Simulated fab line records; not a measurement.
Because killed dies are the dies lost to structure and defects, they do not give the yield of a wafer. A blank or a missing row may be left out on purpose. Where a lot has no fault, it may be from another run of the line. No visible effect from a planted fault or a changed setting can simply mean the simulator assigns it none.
2 desks looking at one fault ; flow gf180mcu ; each desk has only its own numbers; what lay behind them comes last

AT THE METROLOGY DESK
What the gauges read, lot by lot, whatever tool the lot ran on: means of the sampled wafers that have a number. The brackets show how far a lot's mean lies from the usual mean; more than 4 standard deviations puts the lot out of limits, marked OUT.
Columns: A = cdNm at GF_V4_CD_MEAS_14, usual 259.8 nm; B = V4_OVL at GF_V4_OVL_MEAS_15, usual 2 nm
lot;first seen here;A;B
L234;day 25 06:58;260.3;-4
L235;day 25 13:13;259.0;3
L242;day 28 17:01;260.1;8
L245;day 28 20:13;261.8;13
L250;day 30 06:53;258.9;5
L254;day 31 08:05;261.0;4
This desk found nothing out of limits on any of the 6 lots.

AT THE TOOL OWNER'S DESK: pvdSputter-03
The tool's own readings at GF_V4_SPUTTER_22 (material TiN, target thk 10 nm, time 40 s): means of the sampled wafers that have a number, for each lot that ran on this tool. The brackets show how far a lot's mean lies from the usual mean; more than 4 standard deviations puts the lot out of limits, marked OUT.
Columns: A = chamberPressurePa at GF_V4_SPUTTER_22, usual 5.001 Pa; B = throttleValvePct at GF_V4_SPUTTER_22, usual 30.0 %
lot;first seen here;A;B
L234;day 25 07:51;5.003;30.3
L242;day 28 17:55;4.986;30.3
L245;day 28 21:06;5.006;29.7
This desk found nothing out of limits on any of the 3 lots.

BROUGHT TOGETHER
Nothing out of limits was seen by the metrology desk.
The desk of the tool owner found nothing out of limits.

WHAT THE SIMULATOR HAD INSERTED
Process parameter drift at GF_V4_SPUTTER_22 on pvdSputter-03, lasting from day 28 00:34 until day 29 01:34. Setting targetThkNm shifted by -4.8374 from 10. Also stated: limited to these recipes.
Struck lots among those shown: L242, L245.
